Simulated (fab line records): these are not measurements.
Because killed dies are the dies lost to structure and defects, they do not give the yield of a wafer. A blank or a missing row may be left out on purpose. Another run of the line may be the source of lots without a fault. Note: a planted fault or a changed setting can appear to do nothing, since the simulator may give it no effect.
fab line records || flow sky130 || part 2 of 2: steps 33 to 44 of 44
record: {"lots": 5, "wafers": 15, "last-day": 48}
route steps=708 shown VT_ADJUST_HVTP@91 VT_ADJUST_LVTN@97 VT_ADJUST_NCORE@119 VT_ADJUST_HVTR@131
lots that met no fault: taken from a fault-free run of the same line
start-h: hours from the record's first day to the start of the lot's first wafer shown || wait-h: hours elapsed since this lot's preceding step || " unchanged from the row above || L1.1+2: one row covering several wafers at once || - no value present, or no start provided || * or withheld: withheld || < > ~ a bound
route shown NAME@n: names a module that has steps shown in the file, with the first one's number in the route || usual: mean/standard deviation of fault-free wafers || same: alike in all rows || chamber/n: place in a boat || sites: each site's reading || _std_site: standard deviation of those values || _edge_site: outer sites' mean less inner sites' || radius-mm: how far each site lies from the wafer's centre || mask NAME#n: copy n || behind: the last tool/chamber to shape the wafer || hold: the reason the lot was held/the length of the hold in hours/how it ended || device: whichever transistor did not switch (one of n, p or np) || end of line: the tests these same wafers got at the end of their route || a step given without rows: its recipe and nothing more || killed: the dies lost at the first sort to structure and to defects; this is not the yield of the wafer || map: dies across one wafer; x = killed, . = not, _ = none there
set.NAME: the setting that was run; set.NAME@STEP: the one run at that earlier step || model.NAME: the simulator's own value behind a step, which no gauge read
lots at some steps of the route; a table a step, a row a wafer
services: a tool's chamber out of use, with start hour (start-h, from the record's first day; less than 0 if before it), hours out, and reason
== steps ==
step: SKY_VT_ADJUST_NCORE_EXPOSE_04
recipe: {"mask-id": "LVTN_COMPLEMENT_THIN", "na": 0.6, "source-shape": "conventional", "sigma-outer": 0.6, "polarization": "unpolarized", "target-cd-nm": 380, "dose-mj": 139}
usual: {"exposure-dose-mJ-cm2": "139.01/0.14"}
{"lot.wafer": "L075.1", "tool": "iline-stepper-01", "chamber": 0, "start-h": "-", "wait-h": "-", "mask": "LVTN_COMPLEMENT_THIN#0", "exposure-dose-mJ-cm2": 138.93}
{"lot.wafer": "L075.5", "tool": "iline-stepper-01", "chamber": 0, "start-h": "-", "wait-h": "-", "mask": "LVTN_COMPLEMENT_THIN#0", "exposure-dose-mJ-cm2": 139.10}
{"lot.wafer": "L075.6", "tool": "iline-stepper-01", "chamber": 0, "start-h": "-", "wait-h": "-", "mask": "LVTN_COMPLEMENT_THIN#0", "exposure-dose-mJ-cm2": 138.85}
{"lot.wafer": "L078.1", "tool": "iline-stepper-02", "chamber": 0, "start-h": "-", "wait-h": "-", "mask": "LVTN_COMPLEMENT_THIN#0", "exposure-dose-mJ-cm2": 138.92}
{"lot.wafer": "L078.4", "tool": "iline-stepper-02", "chamber": 0, "start-h": "-", "wait-h": "-", "mask": "LVTN_COMPLEMENT_THIN#0", "exposure-dose-mJ-cm2": 138.80}
{"lot.wafer": "L078.5", "tool": "iline-stepper-02", "chamber": 0, "start-h": "-", "wait-h": "-", "mask": "LVTN_COMPLEMENT_THIN#0", "exposure-dose-mJ-cm2": 138.97}
{"lot.wafer": "L082.1", "tool": "iline-stepper-02", "chamber": 0, "start-h": "-", "wait-h": "-", "mask": "LVTN_COMPLEMENT_THIN#0", "exposure-dose-mJ-cm2": 138.92}
{"lot.wafer": "L082.3", "tool": "iline-stepper-02", "chamber": 0, "start-h": "-", "wait-h": "-", "mask": "LVTN_COMPLEMENT_THIN#0", "exposure-dose-mJ-cm2": 139.04}
{"lot.wafer": "L082.4", "tool": "iline-stepper-02", "chamber": 0, "start-h": "-", "wait-h": "-", "mask": "LVTN_COMPLEMENT_THIN#0", "exposure-dose-mJ-cm2": 139.12}
{"lot.wafer": "L084.2", "tool": "iline-stepper-02", "chamber": 0, "start-h": "-", "wait-h": "-", "mask": "LVTN_COMPLEMENT_THIN#0", "exposure-dose-mJ-cm2": 139.29}
{"lot.wafer": "L084.4", "tool": "iline-stepper-02", "chamber": 0, "start-h": "-", "wait-h": "-", "mask": "LVTN_COMPLEMENT_THIN#0", "exposure-dose-mJ-cm2": 139.39}
{"lot.wafer": "L084.6", "tool": "iline-stepper-02", "chamber": 0, "start-h": "-", "wait-h": "-", "mask": "LVTN_COMPLEMENT_THIN#0", "exposure-dose-mJ-cm2": 139.21}
{"lot.wafer": "L085.2", "tool": "iline-stepper-02", "chamber": 0, "start-h": "-", "wait-h": "-", "mask": "LVTN_COMPLEMENT_THIN#0", "exposure-dose-mJ-cm2": 139.05}
{"lot.wafer": "L085.3", "tool": "iline-stepper-02", "chamber": 0, "start-h": "-", "wait-h": "-", "mask": "LVTN_COMPLEMENT_THIN#0", "exposure-dose-mJ-cm2": 138.97}
{"lot.wafer": "L085.5", "tool": "iline-stepper-02", "chamber": 0, "start-h": "-", "wait-h": "-", "mask": "LVTN_COMPLEMENT_THIN#0", "exposure-dose-mJ-cm2": 139.02}
step: SKY_VT_ADJUST_NCORE_PEB_05
recipe: {"temp-c": "withheld", "time-s": "*", "resist": "NOVOLAK"}
{"lot.wafer": "L075.1+5+6", "tool": "litho-track-04", "chamber": 0, "start-h": "-", "wait-h": "-"}
{"lot.wafer": "L078.1+4+5", "tool": "litho-track-01", "chamber": 0, "start-h": "-", "wait-h": "-"}
{"lot.wafer": "L082.1+3+4", "tool": "litho-track-04", "chamber": 0, "start-h": "-", "wait-h": "-"}
{"lot.wafer": "L084.2+4+6", "tool": "litho-track-04", "chamber": 0, "start-h": "-", "wait-h": "-"}
{"lot.wafer": "L085.2+3+5", "tool": "litho-track-01", "chamber": 0, "start-h": "-", "wait-h": "-"}
step: SKY_VT_ADJUST_NCORE_DEVELOP_06
recipe: {"resist": "NOVOLAK", "developer": "TMAH", "develop-time-s": 60, "dev-temp-c": 23}
{"lot.wafer": "L075.1+5+6", "tool": "litho-track-04", "chamber": 0, "start-h": 180.01, "wait-h": 0.1}
{"lot.wafer": "L078.1+4+5", "tool": "litho-track-01", "chamber": 0, "start-h": 201.01, "wait-h": 0.1}
{"lot.wafer": "L082.1+3+4", "tool": "litho-track-04", "chamber": 0, "start-h": 243.11, "wait-h": 0.1}
{"lot.wafer": "L084.2+4+6", "tool": "litho-track-04", "chamber": 0, "start-h": 260.83, "wait-h": 0.1}
{"lot.wafer": "L085.2+3+5", "tool": "litho-track-01", "chamber": 0, "start-h": 264.84, "wait-h": 0.1}
step: SKY_VT_ADJUST_NCORE_CD_MEAS_07
recipe: {"target-cd-nm": 380}
usual: {"cd-nm": "380.2/2"}
{"lot.wafer": "L075.1", "tool": "cd-sem-02", "chamber": "-", "start-h": 180.16, "wait-h": 0.1, "cd-nm": 380.5}
{"lot.wafer": "L075.5", "tool": "cd-sem-02", "chamber": "-", "start-h": 180.16, "wait-h": 0.1, "cd-nm": 379.4}
{"lot.wafer": "L075.6", "tool": "cd-sem-02", "chamber": "-", "start-h": 180.16, "wait-h": 0.1, "cd-nm": 378.8}
{"lot.wafer": "L078.1", "tool": "cd-sem-01", "chamber": "-", "start-h": 201.16, "wait-h": 0.1, "cd-nm": 380.4}
{"lot.wafer": "L078.4", "tool": "cd-sem-01", "chamber": "-", "start-h": 201.16, "wait-h": 0.1, "cd-nm": 379.0}
{"lot.wafer": "L078.5", "tool": "cd-sem-01", "chamber": "-", "start-h": 201.16, "wait-h": 0.1, "cd-nm": 379.7}
{"lot.wafer": "L082.1", "tool": "cd-sem-02", "chamber": "-", "start-h": 243.33, "wait-h": 0.2, "cd-nm": 376.6}
{"lot.wafer": "L082.3", "tool": "cd-sem-02", "chamber": "-", "start-h": 243.33, "wait-h": 0.2, "cd-nm": 378.0}
{"lot.wafer": "L082.4", "tool": "cd-sem-02", "chamber": "-", "start-h": 243.33, "wait-h": 0.2, "cd-nm": 377.6}
{"lot.wafer": "L084.2", "tool": "cd-sem-02", "chamber": "-", "start-h": 260.98, "wait-h": 0.1, "cd-nm": 380.2}
{"lot.wafer": "L084.4", "tool": "cd-sem-02", "chamber": "-", "start-h": 260.98, "wait-h": 0.1, "cd-nm": 382.7}
{"lot.wafer": "L084.6", "tool": "cd-sem-02", "chamber": "-", "start-h": 260.98, "wait-h": 0.1, "cd-nm": 382.3}
{"lot.wafer": "L085.2", "tool": "cd-sem-01", "chamber": "-", "start-h": 264.98, "wait-h": 0.1, "cd-nm": 381.6}
{"lot.wafer": "L085.3", "tool": "cd-sem-01", "chamber": "-", "start-h": 264.98, "wait-h": 0.1, "cd-nm": 376.1}
{"lot.wafer": "L085.5", "tool": "cd-sem-01", "chamber": "-", "start-h": 264.98, "wait-h": 0.1, "cd-nm": 378.0}
step: SKY_VT_ADJUST_NCORE_OVL_MEAS_08
usual: {"VT_ADJUST_NCORE_OVL": "0.3/1.5"}
{"lot.wafer": "L075.1", "tool": "overlay-02", "chamber": "-", "start-h": 180.28, "wait-h": 0.1, "VT_ADJUST_NCORE_OVL[nm]": -0.3}
{"lot.wafer": "L075.5", "tool": "overlay-02", "chamber": "-", "start-h": 180.28, "wait-h": 0.1, "VT_ADJUST_NCORE_OVL[nm]": 0.9}
{"lot.wafer": "L075.6", "tool": "overlay-02", "chamber": "-", "start-h": 180.28, "wait-h": 0.1, "VT_ADJUST_NCORE_OVL[nm]": 2.2}
{"lot.wafer": "L078.1", "tool": "overlay-02", "chamber": "-", "start-h": 201.28, "wait-h": 0.1, "VT_ADJUST_NCORE_OVL[nm]": -1.7}
{"lot.wafer": "L078.4", "tool": "overlay-02", "chamber": "-", "start-h": 201.28, "wait-h": 0.1, "VT_ADJUST_NCORE_OVL[nm]": -3.1}
{"lot.wafer": "L078.5", "tool": "overlay-02", "chamber": "-", "start-h": 201.28, "wait-h": 0.1, "VT_ADJUST_NCORE_OVL[nm]": -2.1}
{"lot.wafer": "L082.1", "tool": "overlay-02", "chamber": "-", "start-h": 243.45, "wait-h": 0.1, "VT_ADJUST_NCORE_OVL[nm]": -2.5}
{"lot.wafer": "L082.3", "tool": "overlay-02", "chamber": "-", "start-h": 243.45, "wait-h": 0.1, "VT_ADJUST_NCORE_OVL[nm]": -0.4}
{"lot.wafer": "L082.4", "tool": "overlay-02", "chamber": "-", "start-h": 243.45, "wait-h": 0.1, "VT_ADJUST_NCORE_OVL[nm]": -1.5}
{"lot.wafer": "L084.2", "tool": "overlay-01", "chamber": "-", "start-h": 261.08, "wait-h": 0.1, "VT_ADJUST_NCORE_OVL[nm]": 0.9}
{"lot.wafer": "L084.4", "tool": "overlay-01", "chamber": "-", "start-h": 261.08, "wait-h": 0.1, "VT_ADJUST_NCORE_OVL[nm]": 0.3}
{"lot.wafer": "L084.6", "tool": "overlay-01", "chamber": "-", "start-h": 261.08, "wait-h": 0.1, "VT_ADJUST_NCORE_OVL[nm]": 0.7}
{"lot.wafer": "L085.2", "tool": "overlay-02", "chamber": "-", "start-h": 265.09, "wait-h": 0.1, "VT_ADJUST_NCORE_OVL[nm]": 0.8}
{"lot.wafer": "L085.3", "tool": "overlay-02", "chamber": "-", "start-h": 265.09, "wait-h": 0.1, "VT_ADJUST_NCORE_OVL[nm]": 2.0}
{"lot.wafer": "L085.5", "tool": "overlay-02", "chamber": "-", "start-h": 265.09, "wait-h": 0.1, "VT_ADJUST_NCORE_OVL[nm]": 1.9}
step: SKY_VT_ADJUST_NCORE_IMPLANT_09
recipe: {"species": "B", "energy-kev": 10, "dose-cm2": 2.4e+12, "tilt-deg": "withheld"}
{"lot.wafer": "L075.1+5+6", "tool": "implanter-02", "chamber": 0, "start-h": 180.31, "wait-h": 0.0}
{"lot.wafer": "L078.1+4+5", "tool": "implanter-02", "chamber": 0, "start-h": 201.32, "wait-h": 0.0}
{"lot.wafer": "L082.1+3+4", "tool": "implanter-02", "chamber": 0, "start-h": 243.49, "wait-h": 0.0}
{"lot.wafer": "L084.2+4+6", "tool": "implanter-02", "chamber": 0, "start-h": 261.14, "wait-h": 0.0}
{"lot.wafer": "L085.2+3+5", "tool": "implanter-03", "chamber": 0, "start-h": 265.14, "wait-h": 0.0}
step: SKY_VT_ADJUST_NCORE_STRIP_10
recipe: {"chemistry": "O2/N2", "power-w": 1400, "pressure-mtorr": 1500, "platen-temp-c": "withheld", "o2-flow-sccm": 3000, "n2-flow-sccm": 300, "overash-fraction": 0.5}
usual: {"drypump-motor-current-A": "5.7/0.38", "oes-product-au": "0.716/0.0049", "strip-time-to-endpoint-s": "14.18/0.038"}
{"lot.wafer": "L075.1", "tool": "plasma-asher-03", "chamber": 0, "start-h": 180.46, "wait-h": 0.1, "drypump-motor-current-A": 5.8, "oes-product-au": 0.711, "rf-hours-counter-h": 6, "strip-time-to-endpoint-s": 14.10}
{"lot.wafer": "L075.5", "tool": "plasma-asher-03", "chamber": 1, "start-h": 180.46, "wait-h": 0.1, "drypump-motor-current-A": 5.3, "oes-product-au": 0.717, "rf-hours-counter-h": "-", "strip-time-to-endpoint-s": 14.18}
{"lot.wafer": "L075.6", "tool": "plasma-asher-03", "chamber": 0, "start-h": 180.46, "wait-h": 0.1, "drypump-motor-current-A": 5.8, "oes-product-au": 0.717, "rf-hours-counter-h": "-", "strip-time-to-endpoint-s": 14.12}
{"lot.wafer": "L078.1", "tool": "plasma-asher-03", "chamber": 1, "start-h": 201.47, "wait-h": 0.1, "drypump-motor-current-A": 5.3, "oes-product-au": 0.717, "rf-hours-counter-h": 8, "strip-time-to-endpoint-s": 14.12}
{"lot.wafer": "L078.4", "tool": "plasma-asher-03", "chamber": 0, "start-h": 201.47, "wait-h": 0.1, "drypump-motor-current-A": 5.8, "oes-product-au": 0.716, "rf-hours-counter-h": "-", "strip-time-to-endpoint-s": 14.16}
{"lot.wafer": "L078.5", "tool": "plasma-asher-03", "chamber": 0, "start-h": 201.47, "wait-h": 0.1, "drypump-motor-current-A": 5.7, "oes-product-au": 0.716, "rf-hours-counter-h": "-", "strip-time-to-endpoint-s": 14.15}
{"lot.wafer": "L082.1", "tool": "plasma-asher-03", "chamber": 1, "start-h": 243.64, "wait-h": 0.1, "drypump-motor-current-A": 5.3, "oes-product-au": 0.713, "rf-hours-counter-h": 12, "strip-time-to-endpoint-s": 14.24}
{"lot.wafer": "L082.3", "tool": "plasma-asher-03", "chamber": 0, "start-h": 243.64, "wait-h": 0.1, "drypump-motor-current-A": 5.7, "oes-product-au": 0.711, "rf-hours-counter-h": "-", "strip-time-to-endpoint-s": 14.28}
{"lot.wafer": "L082.4", "tool": "plasma-asher-03", "chamber": 1, "start-h": 243.64, "wait-h": 0.1, "drypump-motor-current-A": 5.3, "oes-product-au": 0.713, "rf-hours-counter-h": "-", "strip-time-to-endpoint-s": 14.28}
{"lot.wafer": "L084.2", "tool": "plasma-asher-01", "chamber": 1, "start-h": 261.26, "wait-h": 0.1, "drypump-motor-current-A": 5.9, "oes-product-au": 0.718, "rf-hours-counter-h": 53, "strip-time-to-endpoint-s": 14.18}
{"lot.wafer": "L084.4", "tool": "plasma-asher-01", "chamber": 0, "start-h": 261.26, "wait-h": 0.1, "drypump-motor-current-A": 5.4, "oes-product-au": 0.724, "rf-hours-counter-h": "-", "strip-time-to-endpoint-s": 14.17}
{"lot.wafer": "L084.6", "tool": "plasma-asher-01", "chamber": 1, "start-h": 261.26, "wait-h": 0.1, "drypump-motor-current-A": 5.9, "oes-product-au": 0.706, "rf-hours-counter-h": "-", "strip-time-to-endpoint-s": 14.15}
{"lot.wafer": "L085.2", "tool": "plasma-asher-03", "chamber": 1, "start-h": 265.27, "wait-h": 0.1, "drypump-motor-current-A": 5.3, "oes-product-au": 0.715, "rf-hours-counter-h": 14, "strip-time-to-endpoint-s": 14.20}
{"lot.wafer": "L085.3", "tool": "plasma-asher-03", "chamber": 1, "start-h": 265.27, "wait-h": 0.1, "drypump-motor-current-A": 5.3, "oes-product-au": 0.720, "rf-hours-counter-h": "-", "strip-time-to-endpoint-s": 14.19}
{"lot.wafer": "L085.5", "tool": "plasma-asher-03", "chamber": 0, "start-h": 265.27, "wait-h": 0.1, "drypump-motor-current-A": 5.8, "oes-product-au": 0.714, "rf-hours-counter-h": "-", "strip-time-to-endpoint-s": 14.22}
step: SKY_VT_ADJUST_NCORE_TW_MEAS_11
usual: {"VT_ADJUST_NCORE_TW": "219.0/1.3"}
{"lot.wafer": "L075.1", "tool": "film-metro-04", "chamber": "-", "start-h": 180.56, "wait-h": 0.1, "VT_ADJUST_NCORE_TW": 217.8}
{"lot.wafer": "L075.5", "tool": "film-metro-04", "chamber": "-", "start-h": 180.56, "wait-h": 0.1, "VT_ADJUST_NCORE_TW": 219.4}
{"lot.wafer": "L075.6", "tool": "film-metro-04", "chamber": "-", "start-h": 180.56, "wait-h": 0.1, "VT_ADJUST_NCORE_TW": 219.1}
{"lot.wafer": "L078.1", "tool": "film-metro-03", "chamber": "-", "start-h": 201.57, "wait-h": 0.1, "VT_ADJUST_NCORE_TW": 217.7}
{"lot.wafer": "L078.4", "tool": "film-metro-03", "chamber": "-", "start-h": 201.57, "wait-h": 0.1, "VT_ADJUST_NCORE_TW": 217.5}
{"lot.wafer": "L078.5", "tool": "film-metro-03", "chamber": "-", "start-h": 201.57, "wait-h": 0.1, "VT_ADJUST_NCORE_TW": 217.8}
{"lot.wafer": "L082.1", "tool": "film-metro-01", "chamber": "-", "start-h": 243.74, "wait-h": 0.1, "VT_ADJUST_NCORE_TW": 220.0}
{"lot.wafer": "L082.3", "tool": "film-metro-01", "chamber": "-", "start-h": 243.74, "wait-h": 0.1, "VT_ADJUST_NCORE_TW": 219.8}
{"lot.wafer": "L082.4", "tool": "film-metro-01", "chamber": "-", "start-h": 243.74, "wait-h": 0.1, "VT_ADJUST_NCORE_TW": 220.0}
{"lot.wafer": "L084.2", "tool": "film-metro-01", "chamber": "-", "start-h": 261.37, "wait-h": 0.1, "VT_ADJUST_NCORE_TW": 219.1}
{"lot.wafer": "L084.4", "tool": "film-metro-01", "chamber": "-", "start-h": 261.37, "wait-h": 0.1, "VT_ADJUST_NCORE_TW": 220.1}
{"lot.wafer": "L084.6", "tool": "film-metro-01", "chamber": "-", "start-h": 261.37, "wait-h": 0.1, "VT_ADJUST_NCORE_TW": 219.3}
{"lot.wafer": "L085.2", "tool": "film-metro-04", "chamber": "-", "start-h": 265.38, "wait-h": 0.1, "VT_ADJUST_NCORE_TW": 218.3}
{"lot.wafer": "L085.3", "tool": "film-metro-04", "chamber": "-", "start-h": 265.38, "wait-h": 0.1, "VT_ADJUST_NCORE_TW": 219.0}
{"lot.wafer": "L085.5", "tool": "film-metro-04", "chamber": "-", "start-h": 265.38, "wait-h": 0.1, "VT_ADJUST_NCORE_TW": 218.6}
step: SKY_VT_ADJUST_HVTR_DEHYDRATE_00
recipe: {"temp-c": 200, "time-s": 60}
{"lot.wafer": "L075.1+5+6", "tool": "litho-track-04", "chamber": 0, "start-h": 191.56, "wait-h": 11.0}
{"lot.wafer": "L078.1+4+5", "tool": "litho-track-04", "chamber": 0, "start-h": 212.16, "wait-h": 10.6}
{"lot.wafer": "L082.1+3+4", "tool": "litho-track-04", "chamber": 0, "start-h": 254.01, "wait-h": 10.3}
{"lot.wafer": "L084.2+4+6", "tool": "litho-track-04", "chamber": 0, "start-h": 273.53, "wait-h": 12.1}
{"lot.wafer": "L085.2+3+5", "tool": "litho-track-01", "chamber": 0, "start-h": 277.19, "wait-h": 11.8}
step: SKY_VT_ADJUST_HVTR_HMDS_01
recipe: {"prime-time-s": 60, "prime-temp-c": 120}
{"lot.wafer": "L075.1+5+6", "tool": "litho-track-04", "chamber": 0, "start-h": 191.71, "wait-h": 0.1}
{"lot.wafer": "L078.1+4+5", "tool": "litho-track-04", "chamber": 0, "start-h": 212.31, "wait-h": 0.1}
{"lot.wafer": "L082.1+3+4", "tool": "litho-track-04", "chamber": 0, "start-h": 254.16, "wait-h": 0.1}
{"lot.wafer": "L084.2+4+6", "tool": "litho-track-04", "chamber": 0, "start-h": 273.68, "wait-h": 0.1}
{"lot.wafer": "L085.2+3+5", "tool": "litho-track-01", "chamber": 0, "start-h": 277.34, "wait-h": 0.1}
step: SKY_VT_ADJUST_HVTR_COAT_02
recipe: {"resist": "NOVOLAK", "spin-rpm": 3000, "resist-thk-nm": 1140}
{"lot.wafer": "L075.1+5+6", "tool": "litho-track-04", "chamber": 0, "start-h": 191.86, "wait-h": 0.1}
{"lot.wafer": "L078.1+4+5", "tool": "litho-track-04", "chamber": 0, "start-h": 212.46, "wait-h": 0.1}
{"lot.wafer": "L082.1+3+4", "tool": "litho-track-04", "chamber": 0, "start-h": 254.31, "wait-h": 0.1}
{"lot.wafer": "L084.2+4+6", "tool": "litho-track-04", "chamber": 0, "start-h": 273.83, "wait-h": 0.1}
{"lot.wafer": "L085.2+3+5", "tool": "litho-track-01", "chamber": 0, "start-h": 277.49, "wait-h": 0.1}
step: SKY_VT_ADJUST_HVTR_SOFTBAKE_03
recipe: {"temp-c": 90, "time-s": 60, "resist": "NOVOLAK"}
{"lot.wafer": "L075.1+5+6", "tool": "litho-track-04", "chamber": 0, "start-h": 192.01, "wait-h": 0.1}
{"lot.wafer": "L078.1+4+5", "tool": "litho-track-04", "chamber": 0, "start-h": 212.61, "wait-h": 0.1}
{"lot.wafer": "L082.1+3+4", "tool": "litho-track-04", "chamber": 0, "start-h": 254.46, "wait-h": 0.1}
{"lot.wafer": "L084.2+4+6", "tool": "litho-track-04", "chamber": 0, "start-h": 273.98, "wait-h": 0.1}
{"lot.wafer": "L085.2+3+5", "tool": "litho-track-01", "chamber": 0, "start-h": 277.64, "wait-h": 0.1}
== services ==
{"tool": "plasma-asher-03", "chamber": "-", "start-h": 108.75, "hours": 9.0, "kind": "pm"}
{"tool": "plasma-asher-03", "chamber": 0, "start-h": 108.75, "hours": 9.0, "kind": "vent-cycle"}
{"tool": "plasma-asher-03", "chamber": 1, "start-h": 108.75, "hours": 9.0, "kind": "vent-cycle"}
{"tool": "implanter-03", "chamber": "-", "start-h": 111.64, "hours": 3.8, "kind": "repair"}
{"tool": "iline-stepper-01", "chamber": "-", "start-h": 116.50, "hours": 0.7, "kind": "repair"}
{"tool": "iline-stepper-02", "chamber": "-", "start-h": 136.27, "hours": 2.4, "kind": "repair"}
{"tool": "implanter-01", "chamber": "-", "start-h": 149.30, "hours": 3.6, "kind": "pm"}
{"tool": "implanter-02", "chamber": "-", "start-h": 153.53, "hours": 9.4, "kind": "repair"}
{"tool": "implanter-02", "chamber": "-", "start-h": 153.93, "hours": 1.7, "kind": "repair"}
{"tool": "implanter-04", "chamber": "-", "start-h": 154.69, "hours": 4.6, "kind": "pm"}
{"tool": "plasma-asher-04", "chamber": "-", "start-h": 155.72, "hours": 13.8, "kind": "repair"}
{"tool": "implanter-02", "chamber": "-", "start-h": 162.88, "hours": 9.9, "kind": "pm"}
{"tool": "implanter-01", "chamber": "-", "start-h": 168.70, "hours": 4.5, "kind": "repair"}
{"tool": "plasma-asher-03", "chamber": "-", "start-h": 190.67, "hours": 2.8, "kind": "pm"}
{"tool": "iline-stepper-01", "chamber": "-", "start-h": 195.42, "hours": 1.3, "kind": "repair"}
{"tool": "iline-stepper-02", "chamber": "-", "start-h": 202.11, "hours": 9.9, "kind": "repair"}
{"tool": "plasma-asher-01", "chamber": "-", "start-h": 222.69, "hours": 14.6, "kind": "pm"}
{"tool": "implanter-03", "chamber": "-", "start-h": 227.41, "hours": 4.7, "kind": "pm"}
{"tool": "plasma-asher-02", "chamber": "-", "start-h": 232.02, "hours": 2.8, "kind": "repair"}
{"tool": "iline-stepper-02", "chamber": "-", "start-h": 243.32, "hours": 1.7, "kind": "pm"}
{"tool": "iline-stepper-01", "chamber": "-", "start-h": 245.56, "hours": 0.6, "kind": "repair"}
{"tool": "implanter-01", "chamber": "-", "start-h": 259.20, "hours": 3.9, "kind": "repair"}
{"tool": "implanter-01", "chamber": "-", "start-h": 262.04, "hours": 2.0, "kind": "repair"}
{"tool": "implanter-02", "chamber": "-", "start-h": 275.70, "hours": 1.6, "kind": "repair"}
